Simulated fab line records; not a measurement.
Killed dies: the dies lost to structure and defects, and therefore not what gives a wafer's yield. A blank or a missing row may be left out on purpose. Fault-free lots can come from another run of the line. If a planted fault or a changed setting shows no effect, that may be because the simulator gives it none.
fab line records / flow gf180mcu
record lots=14 wafers=42 lastDay=34
route steps=602 shown POLY_GATE@164 SALICIDE@283 CONTACT@292
lots with no fault: from the same line, run without faults
startH: the number of hours between the record's first day and the start of the first shown wafer of the lot / waitH: how many hours have passed since the lot's step before this one / " same as the row above / L1.1+2: one row covering several wafers at once / - no value, or no start given / * or withheld: withheld / < > ~ a bound
route shown NAME@n: a module of which the file shows steps, and the number in the route of the first / usual: mean and standard deviation over wafers with no fault / same: alike in all rows / chamber/n: place in a boat / sites: the reading at each site / _std_site: how widely they spread, as a standard deviation / _edge_site: mean of outer sites minus mean of inner sites / radiusMm: how far each site lies from the wafer's centre / mask NAME#n: copy n / behind: tool/chamber where the wafer was last shaped / hold: reason for holding the lot/hours on hold/outcome of the hold / device: whichever transistor did not switch (one of n, p or np) / end of line: tests run on the same wafers once the route is complete / where a step has no rows: the recipe by itself / killed: at the first sort, the dies lost to defects and structure; wafer yield is something else / map: a wafer's dies, marking killed ones x, the rest . and places with no die _
set.NAME: the setting the step ran with; set.NAME@STEP: the setting that earlier step ran with / model.NAME: the simulator's own value behind a step, which no gauge read
the route's steps for a sample of lots (tables are steps, rows are wafers)
services: the hour from which a tool's chamber was out of use, counted from the record's first day as startH (under 0 if before that day), plus the number of hours and why
## steps
# step GF_POLY_GATE_EXPOSE_07
# recipe maskId=Poly2 targetCdNm=280 na=0.68 sourceShape=conventional sigmaOuter=0.6 doseMj=28
# usual exposureDoseMJCm2=28.260/0.026 focusOffsetNm=0.0/0.57
lot.wafer=L409.1 tool=krfScanner-02 chamber=0 startH=185.05 waitH=- mask=Poly2#0 exposureDoseMJCm2=28.232 focusOffsetNm=0.8
lot.wafer=L409.5 tool=krfScanner-02 chamber=0 startH=185.05 waitH=- mask=Poly2#0 exposureDoseMJCm2=28.302 focusOffsetNm=0.1
lot.wafer=L409.6 tool=krfScanner-02 chamber=0 startH=185.05 waitH=- mask=Poly2#0 exposureDoseMJCm2=28.254 focusOffsetNm=0.2
lot.wafer=L410.2 tool=krfScanner-02 chamber=0 startH=196.60 waitH=- mask=Poly2#0 exposureDoseMJCm2=28.265 focusOffsetNm=-0.5
lot.wafer=L410.5 tool=krfScanner-02 chamber=0 startH=196.60 waitH=- mask=Poly2#0 exposureDoseMJCm2=28.278 focusOffsetNm=-0.3
lot.wafer=L410.6 tool=krfScanner-02 chamber=0 startH=196.60 waitH=- mask=Poly2#0 exposureDoseMJCm2=28.227 focusOffsetNm=-0.5
lot.wafer=L413.1 tool=krfScanner-01 chamber=0 startH=215.09 waitH=- mask=Poly2#0 exposureDoseMJCm2=28.245 focusOffsetNm=-0.8
lot.wafer=L413.4 tool=krfScanner-01 chamber=0 startH=215.09 waitH=- mask=Poly2#0 exposureDoseMJCm2=28.277 focusOffsetNm=0.0
lot.wafer=L413.5 tool=krfScanner-01 chamber=0 startH=215.09 waitH=- mask=Poly2#0 exposureDoseMJCm2=28.274 focusOffsetNm=-0.3
lot.wafer=L414.1 tool=krfScanner-02 chamber=0 startH=219.91 waitH=- mask=Poly2#0 exposureDoseMJCm2=28.240 focusOffsetNm=1.2
lot.wafer=L414.4 tool=krfScanner-02 chamber=0 startH=219.91 waitH=- mask=Poly2#0 exposureDoseMJCm2=28.230 focusOffsetNm=-0.2
lot.wafer=L414.6 tool=krfScanner-02 chamber=0 startH=219.91 waitH=- mask=Poly2#0 exposureDoseMJCm2=28.284 focusOffsetNm=0.7
lot.wafer=L415.3 tool=krfScanner-01 chamber=0 startH=229.40 waitH=- mask=Poly2#0 exposureDoseMJCm2=28.299 focusOffsetNm=0.8
lot.wafer=L415.4 tool=krfScanner-01 chamber=0 startH=229.40 waitH=- mask=Poly2#0 exposureDoseMJCm2=28.243 focusOffsetNm=0.5
lot.wafer=L415.6 tool=krfScanner-01 chamber=0 startH=229.40 waitH=- mask=Poly2#0 exposureDoseMJCm2=28.254 focusOffsetNm=0.7
lot.wafer=L416.2 tool=krfScanner-01 chamber=0 startH=237.81 waitH=- mask=Poly2#0 exposureDoseMJCm2=28.248 focusOffsetNm=0.0
lot.wafer=L416.3 tool=krfScanner-01 chamber=0 startH=237.81 waitH=- mask=Poly2#0 exposureDoseMJCm2=28.277 focusOffsetNm=-1.1
lot.wafer=L416.5 tool=krfScanner-01 chamber=0 startH=237.81 waitH=- mask=Poly2#0 exposureDoseMJCm2=28.261 focusOffsetNm=-1.4
lot.wafer=L418.1 tool=krfScanner-02 chamber=0 startH=249.96 waitH=- mask=Poly2#0 exposureDoseMJCm2=28.243 focusOffsetNm=1.0
lot.wafer=L418.2 tool=krfScanner-02 chamber=0 startH=249.96 waitH=- mask=Poly2#0 exposureDoseMJCm2=28.264 focusOffsetNm=1.0
lot.wafer=L418.3 tool=krfScanner-02 chamber=0 startH=249.96 waitH=- mask=Poly2#0 exposureDoseMJCm2=28.227 focusOffsetNm=0.8
lot.wafer=L419.1 tool=krfScanner-02 chamber=0 startH=259.44 waitH=- mask=Poly2#0 exposureDoseMJCm2=28.250 focusOffsetNm=-0.3
lot.wafer=L419.3 tool=krfScanner-02 chamber=0 startH=259.44 waitH=- mask=Poly2#0 exposureDoseMJCm2=28.269 focusOffsetNm=0.9
lot.wafer=L419.5 tool=krfScanner-02 chamber=0 startH=259.44 waitH=- mask=Poly2#0 exposureDoseMJCm2=28.296 focusOffsetNm=0.3
lot.wafer=L427.1 tool=krfScanner-02 chamber=- startH=318.17 waitH=- mask=Poly2#0 exposureDoseMJCm2=- focusOffsetNm=-
lot.wafer=L427.2 tool=krfScanner-02 chamber=- startH=318.17 waitH=- mask=Poly2#0 exposureDoseMJCm2=- focusOffsetNm=-
lot.wafer=L427.4 tool=krfScanner-02 chamber=- startH=318.17 waitH=- mask=Poly2#0 exposureDoseMJCm2=- focusOffsetNm=-
lot.wafer=L428.1 tool=krfScanner-02 chamber=- startH=324.73 waitH=- mask=Poly2#0 exposureDoseMJCm2=- focusOffsetNm=-
lot.wafer=L428.4 tool=krfScanner-02 chamber=- startH=324.73 waitH=- mask=Poly2#0 exposureDoseMJCm2=- focusOffsetNm=-
lot.wafer=L428.5 tool=krfScanner-02 chamber=- startH=324.73 waitH=- mask=Poly2#0 exposureDoseMJCm2=- focusOffsetNm=-
lot.wafer=L429.1 tool=krfScanner-02 chamber=0 startH=329.43 waitH=- mask=Poly2#0 exposureDoseMJCm2=28.266 focusOffsetNm=1.1
lot.wafer=L429.2 tool=krfScanner-02 chamber=0 startH=329.43 waitH=- mask=Poly2#0 exposureDoseMJCm2=28.244 focusOffsetNm=0.1
lot.wafer=L429.6 tool=krfScanner-02 chamber=0 startH=329.43 waitH=- mask=Poly2#0 exposureDoseMJCm2=28.263 focusOffsetNm=-0.1
lot.wafer=L430.1 tool=krfScanner-01 chamber=0 startH=335.62 waitH=- mask=Poly2#0 exposureDoseMJCm2=28.260 focusOffsetNm=-0.3
lot.wafer=L430.3 tool=krfScanner-01 chamber=0 startH=335.62 waitH=- mask=Poly2#0 exposureDoseMJCm2=28.249 focusOffsetNm=-0.7
lot.wafer=L430.6 tool=krfScanner-01 chamber=0 startH=335.62 waitH=- mask=Poly2#0 exposureDoseMJCm2=28.228 focusOffsetNm=-0.5
lot.wafer=L431.1 tool=krfScanner-01 chamber=0 startH=345.85 waitH=- mask=Poly2#0 exposureDoseMJCm2=28.281 focusOffsetNm=0.2
lot.wafer=L431.4 tool=krfScanner-01 chamber=0 startH=345.85 waitH=- mask=Poly2#0 exposureDoseMJCm2=28.292 focusOffsetNm=-0.5
lot.wafer=L431.5 tool=krfScanner-01 chamber=0 startH=345.85 waitH=- mask=Poly2#0 exposureDoseMJCm2=28.284 focusOffsetNm=0.3
lot.wafer=L432.1 tool=krfScanner-01 chamber=0 startH=352.84 waitH=- mask=Poly2#0 exposureDoseMJCm2=28.282 focusOffsetNm=0.0
lot.wafer=L432.3 tool=krfScanner-01 chamber=0 startH=352.84 waitH=- mask=Poly2#0 exposureDoseMJCm2=28.277 focusOffsetNm=0.1
lot.wafer=L432.5 tool=krfScanner-01 chamber=0 startH=352.84 waitH=- mask=Poly2#0 exposureDoseMJCm2=28.248 focusOffsetNm=0.3
# step GF_SALICIDE_THK_MEAS_05
# recipe thkMeasGauge=xrf reads=TiN_of_SALICIDE_SPUTTER_03
# usual SALICIDE_TIN_THK=20.04/0.21
lot.wafer=L409.1 tool=filmMetro-03 chamber=- startH=334.90 waitH=0.1 SALICIDE_TIN_THK[nm]=20.25
lot.wafer=L409.5 tool=filmMetro-03 chamber=- startH=334.90 waitH=0.1 SALICIDE_TIN_THK[nm]=20.26
lot.wafer=L409.6 tool=filmMetro-03 chamber=- startH=334.90 waitH=0.1 SALICIDE_TIN_THK[nm]=20.50
lot.wafer=L410.2 tool=filmMetro-03 chamber=- startH=349.62 waitH=0.1 SALICIDE_TIN_THK[nm]=19.98
lot.wafer=L410.5 tool=filmMetro-03 chamber=- startH=349.62 waitH=0.1 SALICIDE_TIN_THK[nm]=20.14
lot.wafer=L410.6 tool=filmMetro-03 chamber=- startH=349.62 waitH=0.1 SALICIDE_TIN_THK[nm]=19.95
lot.wafer=L413.1 tool=filmMetro-03 chamber=- startH=371.04 waitH=0.1 SALICIDE_TIN_THK[nm]=20.11
lot.wafer=L413.4 tool=filmMetro-03 chamber=- startH=371.04 waitH=0.1 SALICIDE_TIN_THK[nm]=19.71
lot.wafer=L413.5 tool=filmMetro-03 chamber=- startH=371.04 waitH=0.1 SALICIDE_TIN_THK[nm]=19.87
lot.wafer=L414.1 tool=filmMetro-01 chamber=- startH=376.57 waitH=0.1 SALICIDE_TIN_THK[nm]=19.81
lot.wafer=L414.4 tool=filmMetro-01 chamber=- startH=376.57 waitH=0.1 SALICIDE_TIN_THK[nm]=19.98
lot.wafer=L414.6 tool=filmMetro-01 chamber=- startH=376.57 waitH=0.1 SALICIDE_TIN_THK[nm]=19.85
lot.wafer=L415.3 tool=filmMetro-03 chamber=- startH=391.73 waitH=0.1 SALICIDE_TIN_THK[nm]=20.27
lot.wafer=L415.4 tool=filmMetro-03 chamber=- startH=391.73 waitH=0.1 SALICIDE_TIN_THK[nm]=20.26
lot.wafer=L415.6 tool=filmMetro-03 chamber=- startH=391.73 waitH=0.1 SALICIDE_TIN_THK[nm]=20.38
lot.wafer=L416.2 tool=filmMetro-01 chamber=- startH=398.99 waitH=0.1 SALICIDE_TIN_THK[nm]=19.80
lot.wafer=L416.3 tool=filmMetro-01 chamber=- startH=398.99 waitH=0.1 SALICIDE_TIN_THK[nm]=19.81
lot.wafer=L416.5 tool=filmMetro-01 chamber=- startH=398.99 waitH=0.1 SALICIDE_TIN_THK[nm]=19.94
lot.wafer=L418.1 tool=filmMetro-04 chamber=- startH=415.37 waitH=0.1 SALICIDE_TIN_THK[nm]=19.85
lot.wafer=L418.2 tool=filmMetro-04 chamber=- startH=415.37 waitH=0.1 SALICIDE_TIN_THK[nm]=19.87
lot.wafer=L418.3 tool=filmMetro-04 chamber=- startH=415.37 waitH=0.1 SALICIDE_TIN_THK[nm]=20.06
lot.wafer=L419.1 tool=filmMetro-04 chamber=- startH=427.42 waitH=0.1 SALICIDE_TIN_THK[nm]=20.40
lot.wafer=L419.3 tool=filmMetro-04 chamber=- startH=427.42 waitH=0.1 SALICIDE_TIN_THK[nm]=20.21
lot.wafer=L419.5 tool=filmMetro-04 chamber=- startH=427.42 waitH=0.1 SALICIDE_TIN_THK[nm]=20.16
lot.wafer=L429.1 tool=filmMetro-03 chamber=- startH=510.80 waitH=0.1 SALICIDE_TIN_THK[nm]=20.18
lot.wafer=L429.2 tool=filmMetro-03 chamber=- startH=510.80 waitH=0.1 SALICIDE_TIN_THK[nm]=19.92
lot.wafer=L429.6 tool=filmMetro-03 chamber=- startH=510.80 waitH=0.1 SALICIDE_TIN_THK[nm]=19.88
lot.wafer=L430.1 tool=filmMetro-01 chamber=- startH=521.95 waitH=0.1 SALICIDE_TIN_THK[nm]=20.04
lot.wafer=L430.3 tool=filmMetro-01 chamber=- startH=521.95 waitH=0.1 SALICIDE_TIN_THK[nm]=19.94
lot.wafer=L430.6 tool=filmMetro-01 chamber=- startH=521.95 waitH=0.1 SALICIDE_TIN_THK[nm]=19.99
lot.wafer=L431.1 tool=filmMetro-03 chamber=- startH=530.35 waitH=0.1 SALICIDE_TIN_THK[nm]=20.21
lot.wafer=L431.4 tool=filmMetro-03 chamber=- startH=530.35 waitH=0.1 SALICIDE_TIN_THK[nm]=20.00
lot.wafer=L431.5 tool=filmMetro-03 chamber=- startH=530.35 waitH=0.1 SALICIDE_TIN_THK[nm]=20.30
lot.wafer=L432.1 tool=filmMetro-01 chamber=- startH=537.06 waitH=0.1 SALICIDE_TIN_THK[nm]=19.41
lot.wafer=L432.3 tool=filmMetro-01 chamber=- startH=537.06 waitH=0.1 SALICIDE_TIN_THK[nm]=19.90
lot.wafer=L432.5 tool=filmMetro-01 chamber=- startH=537.06 waitH=0.1 SALICIDE_TIN_THK[nm]=19.86
# step GF_SALICIDE_RTA_06
# recipe tempC=530 timeS=30 ambient=N2
# usual lampPowerPct=6.12/0.17 wafer_temp_C_max=533.5/1.6
lot.wafer=L409.1 tool=rtpAnneal-02 chamber=0 startH=334.96 waitH=0.1 lampPowerPct=5.89 wafer_temp_C_max=531.9
lot.wafer=L409.5 tool=rtpAnneal-02 chamber=0 startH=334.96 waitH=0.1 lampPowerPct=5.89 wafer_temp_C_max=531.5
lot.wafer=L409.6 tool=rtpAnneal-02 chamber=0 startH=334.96 waitH=0.1 lampPowerPct=5.88 wafer_temp_C_max=531.5
lot.wafer=L410.2 tool=rtpAnneal-01 chamber=0 startH=349.69 waitH=0.1 lampPowerPct=6.23 wafer_temp_C_max=535.0
lot.wafer=L410.5 tool=rtpAnneal-01 chamber=0 startH=349.69 waitH=0.1 lampPowerPct=6.23 wafer_temp_C_max=534.7
lot.wafer=L410.6 tool=rtpAnneal-01 chamber=0 startH=349.69 waitH=0.1 lampPowerPct=6.24 wafer_temp_C_max=534.6
lot.wafer=L413.1 tool=rtpAnneal-01 chamber=0 startH=371.10 waitH=0.1 lampPowerPct=6.24 wafer_temp_C_max=534.7
lot.wafer=L413.4 tool=rtpAnneal-01 chamber=0 startH=371.10 waitH=0.1 lampPowerPct=6.25 wafer_temp_C_max=534.5
lot.wafer=L413.5 tool=rtpAnneal-01 chamber=0 startH=371.10 waitH=0.1 lampPowerPct=6.24 wafer_temp_C_max=534.6
lot.wafer=L414.1 tool=rtpAnneal-01 chamber=0 startH=376.63 waitH=0.1 lampPowerPct=6.24 wafer_temp_C_max=535.3
lot.wafer=L414.4 tool=rtpAnneal-01 chamber=0 startH=376.63 waitH=0.1 lampPowerPct=6.24 wafer_temp_C_max=533.1
lot.wafer=L414.6 tool=rtpAnneal-01 chamber=0 startH=376.63 waitH=0.1 lampPowerPct=6.23 wafer_temp_C_max=535.4
lot.wafer=L415.3 tool=rtpAnneal-01 chamber=0 startH=391.81 waitH=0.1 lampPowerPct=6.24 wafer_temp_C_max=536.2
lot.wafer=L415.4 tool=rtpAnneal-01 chamber=0 startH=391.81 waitH=0.1 lampPowerPct=6.25 wafer_temp_C_max=535.6
lot.wafer=L415.6 tool=rtpAnneal-01 chamber=0 startH=391.81 waitH=0.1 lampPowerPct=6.24 wafer_temp_C_max=534.0
lot.wafer=L416.2 tool=rtpAnneal-01 chamber=0 startH=399.05 waitH=0.1 lampPowerPct=6.24 wafer_temp_C_max=534.1
lot.wafer=L416.3 tool=rtpAnneal-01 chamber=0 startH=399.05 waitH=0.1 lampPowerPct=6.25 wafer_temp_C_max=533.7
lot.wafer=L416.5 tool=rtpAnneal-01 chamber=0 startH=399.05 waitH=0.1 lampPowerPct=6.24 wafer_temp_C_max=533.6
lot.wafer=L418.1 tool=rtpAnneal-02 chamber=0 startH=415.43 waitH=0.1 lampPowerPct=5.89 wafer_temp_C_max=531.7
lot.wafer=L418.2 tool=rtpAnneal-02 chamber=0 startH=415.43 waitH=0.1 lampPowerPct=5.89 wafer_temp_C_max=532.2
lot.wafer=L418.3 tool=rtpAnneal-02 chamber=0 startH=415.43 waitH=0.1 lampPowerPct=5.89 wafer_temp_C_max=531.5
lot.wafer=L419.1 tool=rtpAnneal-02 chamber=0 startH=427.48 waitH=0.1 lampPowerPct=5.89 wafer_temp_C_max=531.4
lot.wafer=L419.3 tool=rtpAnneal-02 chamber=0 startH=427.48 waitH=0.1 lampPowerPct=5.88 wafer_temp_C_max=531.6
lot.wafer=L419.5 tool=rtpAnneal-02 chamber=0 startH=427.48 waitH=0.1 lampPowerPct=5.89 wafer_temp_C_max=531.6
lot.wafer=L429.1 tool=rtpAnneal-01 chamber=0 startH=510.86 waitH=0.1 lampPowerPct=6.24 wafer_temp_C_max=533.1
lot.wafer=L429.2 tool=rtpAnneal-01 chamber=0 startH=510.86 waitH=0.1 lampPowerPct=6.24 wafer_temp_C_max=534.5
lot.wafer=L429.6 tool=rtpAnneal-01 chamber=0 startH=510.86 waitH=0.1 lampPowerPct=6.24 wafer_temp_C_max=534.3
lot.wafer=L430.1 tool=rtpAnneal-01 chamber=0 startH=522.01 waitH=0.1 lampPowerPct=6.25 wafer_temp_C_max=534.3
lot.wafer=L430.3 tool=rtpAnneal-01 chamber=0 startH=522.01 waitH=0.1 lampPowerPct=6.23 wafer_temp_C_max=534.7
lot.wafer=L430.6 tool=rtpAnneal-01 chamber=0 startH=522.01 waitH=0.1 lampPowerPct=6.24 wafer_temp_C_max=534.0
lot.wafer=L431.1 tool=rtpAnneal-01 chamber=0 startH=530.41 waitH=0.1 lampPowerPct=6.24 wafer_temp_C_max=535.1
lot.wafer=L431.4 tool=rtpAnneal-01 chamber=0 startH=530.41 waitH=0.1 lampPowerPct=6.24 wafer_temp_C_max=534.5
lot.wafer=L431.5 tool=rtpAnneal-01 chamber=0 startH=530.41 waitH=0.1 lampPowerPct=6.23 wafer_temp_C_max=536.7
lot.wafer=L432.1 tool=rtpAnneal-02 chamber=0 startH=537.12 waitH=0.1 lampPowerPct=5.88 wafer_temp_C_max=531.6
lot.wafer=L432.3 tool=rtpAnneal-02 chamber=0 startH=537.12 waitH=0.1 lampPowerPct=5.89 wafer_temp_C_max=531.7
lot.wafer=L432.5 tool=rtpAnneal-02 chamber=0 startH=537.12 waitH=0.1 lampPowerPct=5.89 wafer_temp_C_max=531.4
# step GF_CONTACT_BOW_MEAS_05
# recipe mode=bow
# usual CONTACT_BOW=64/6.3
lot.wafer=L409.1 tool=filmMetro-02 chamber=- startH=335.79 waitH=0.1 CONTACT_BOW[um]=70
lot.wafer=L409.5 tool=filmMetro-02 chamber=- startH=335.79 waitH=0.1 CONTACT_BOW[um]=58
lot.wafer=L409.6 tool=filmMetro-02 chamber=- startH=335.79 waitH=0.1 CONTACT_BOW[um]=57
lot.wafer=L410.2 tool=filmMetro-01 chamber=- startH=350.62 waitH=0.1 CONTACT_BOW[um]=70
lot.wafer=L410.5 tool=filmMetro-01 chamber=- startH=350.62 waitH=0.1 CONTACT_BOW[um]=64
lot.wafer=L410.6 tool=filmMetro-01 chamber=- startH=350.62 waitH=0.1 CONTACT_BOW[um]=66
lot.wafer=L413.1 tool=filmMetro-04 chamber=- startH=371.92 waitH=0.2 CONTACT_BOW[um]=70
lot.wafer=L413.4 tool=filmMetro-04 chamber=- startH=371.92 waitH=0.2 CONTACT_BOW[um]=62
lot.wafer=L413.5 tool=filmMetro-04 chamber=- startH=371.92 waitH=0.2 CONTACT_BOW[um]=66
lot.wafer=L414.1 tool=filmMetro-01 chamber=- startH=377.46 waitH=0.1 CONTACT_BOW[um]=63
lot.wafer=L414.4 tool=filmMetro-01 chamber=- startH=377.46 waitH=0.1 CONTACT_BOW[um]=66
lot.wafer=L414.6 tool=filmMetro-01 chamber=- startH=377.46 waitH=0.1 CONTACT_BOW[um]=66
lot.wafer=L415.3 tool=filmMetro-02 chamber=- startH=392.64 waitH=0.2 CONTACT_BOW[um]=76
lot.wafer=L415.4 tool=filmMetro-02 chamber=- startH=392.64 waitH=0.2 CONTACT_BOW[um]=64
lot.wafer=L415.6 tool=filmMetro-02 chamber=- startH=392.64 waitH=0.2 CONTACT_BOW[um]=69
lot.wafer=L416.2 tool=filmMetro-02 chamber=- startH=399.89 waitH=0.3 CONTACT_BOW[um]=62
lot.wafer=L416.3 tool=filmMetro-02 chamber=- startH=399.89 waitH=0.3 CONTACT_BOW[um]=52
lot.wafer=L416.5 tool=filmMetro-02 chamber=- startH=399.89 waitH=0.3 CONTACT_BOW[um]=63
lot.wafer=L418.1 tool=filmMetro-04 chamber=- startH=416.27 waitH=0.1 CONTACT_BOW[um]=69
lot.wafer=L418.2 tool=filmMetro-04 chamber=- startH=416.27 waitH=0.1 CONTACT_BOW[um]=69
lot.wafer=L418.3 tool=filmMetro-04 chamber=- startH=416.27 waitH=0.1 CONTACT_BOW[um]=55
lot.wafer=L419.1 tool=filmMetro-01 chamber=- startH=428.30 waitH=0.2 CONTACT_BOW[um]=61
lot.wafer=L419.3 tool=filmMetro-01 chamber=- startH=428.30 waitH=0.2 CONTACT_BOW[um]=69
lot.wafer=L419.5 tool=filmMetro-01 chamber=- startH=428.30 waitH=0.2 CONTACT_BOW[um]=63
lot.wafer=L429.1 tool=filmMetro-02 chamber=- startH=511.68 waitH=0.1 CONTACT_BOW[um]=71
lot.wafer=L429.2 tool=filmMetro-02 chamber=- startH=511.68 waitH=0.1 CONTACT_BOW[um]=75
lot.wafer=L429.6 tool=filmMetro-02 chamber=- startH=511.68 waitH=0.1 CONTACT_BOW[um]=75
lot.wafer=L430.1 tool=filmMetro-02 chamber=- startH=522.83 waitH=0.2 CONTACT_BOW[um]=64
lot.wafer=L430.3 tool=filmMetro-02 chamber=- startH=522.83 waitH=0.2 CONTACT_BOW[um]=59
lot.wafer=L430.6 tool=filmMetro-02 chamber=- startH=522.83 waitH=0.2 CONTACT_BOW[um]=60
lot.wafer=L431.1 tool=filmMetro-02 chamber=- startH=531.34 waitH=0.1 CONTACT_BOW[um]=61
lot.wafer=L431.4 tool=filmMetro-02 chamber=- startH=531.34 waitH=0.1 CONTACT_BOW[um]=71
lot.wafer=L431.5 tool=filmMetro-02 chamber=- startH=531.34 waitH=0.1 CONTACT_BOW[um]=58
lot.wafer=L432.1 tool=filmMetro-01 chamber=- startH=537.95 waitH=0.2 CONTACT_BOW[um]=63
lot.wafer=L432.3 tool=filmMetro-01 chamber=- startH=537.95 waitH=0.2 CONTACT_BOW[um]=62
lot.wafer=L432.5 tool=filmMetro-01 chamber=- startH=537.95 waitH=0.2 CONTACT_BOW[um]=76
## services
tool=krfScanner-01 chamber=- startH=170.98 hours=0.2 kind=repair
tool=krfScanner-01 chamber=- startH=173.52 hours=0.7 kind=repair
tool=krfScanner-01 chamber=- startH=179.05 hours=1.3 kind=pm
tool=krfScanner-02 chamber=- startH=210.99 hours=0.8 kind=pm
tool=krfScanner-01 chamber=- startH=215.53 hours=2.1 kind=repair
tool=krfScanner-02 chamber=- startH=222.91 hours=0.1 kind=repair
tool=krfScanner-02 chamber=- startH=235.70 hours=0.3 kind=repair
tool=krfScanner-01 chamber=- startH=257.90 hours=4.0 kind=pm
tool=krfScanner-01 chamber=- startH=262.43 hours=0.3 kind=repair
tool=krfScanner-02 chamber=- startH=267.17 hours=1.3 kind=pm
tool=krfScanner-02 chamber=- startH=269.51 hours=1.0 kind=pm
tool=krfScanner-01 chamber=- startH=291.17 hours=0.8 kind=pm
tool=krfScanner-01 chamber=- startH=303.72 hours=0.8 kind=repair
tool=krfScanner-01 chamber=- startH=305.70 hours=0.7 kind=repair
tool=krfScanner-02 chamber=- startH=313.10 hours=4.4 kind=pm
tool=krfScanner-01 chamber=- startH=319.04 hours=1.0 kind=pm
tool=krfScanner-01 chamber=- startH=354.95 hours=1.3 kind=pm
tool=krfScanner-02 chamber=- startH=365.24 hours=0.6 kind=repair
tool=krfScanner-02 chamber=- startH=379.79 hours=0.8 kind=pm
tool=krfScanner-02 chamber=- startH=438.51 hours=1.0 kind=pm
tool=krfScanner-02 chamber=- startH=443.07 hours=1.3 kind=pm
tool=krfScanner-02 chamber=- startH=481.28 hours=7.2 kind=pm
tool=krfScanner-02 chamber=- startH=490.49 hours=4.0 kind=pm
tool=krfScanner-02 chamber=- startH=527.84 hours=1.5 kind=repair
## key
firstSign step=GF_POLY_GATE_EXPOSE_07 reading=toolRecord direction=missing
effect none on later readings
metAt GF_POLY_GATE_EXPOSE_07
struckLots L427,L428
laterRowsLeftOut L427.1,L427.2,L427.4,L428.1,L428.4,L428.5
sortLeftOut L427.1,L427.2,L427.4,L428.1,L428.4,L428.5
testerLeftOut L427,L428
notActingAt GF_SALICIDE_THK_MEAS_05,GF_SALICIDE_RTA_06,GF_CONTACT_BOW_MEAS_05
onsetBetween 259.44 318.17
fault kind=skippedStepWhole tool=krfScanner-02 chamber=- onsetH=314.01 steps=GF_POLY_GATE_EXPOSE_07 scope=struckLotsOnly
# testerLeftOut: of these lots the tester's yield and bins aren't shown, on N5 and GAA mostly nor the transistor test; their killed dies are dies lost to structure and defects alone, not to doping, threshold or leakage, so they don't give the yield
# sortLeftOut: the simulated sort isn't trusted on such a fault, so these wafers' sort isn't shown, and their yield isn't known
# laterRowsLeftOut: the simulator's readings of these wafers behind a module that went badly wrong aren't trusted and aren't shown, but for the sort
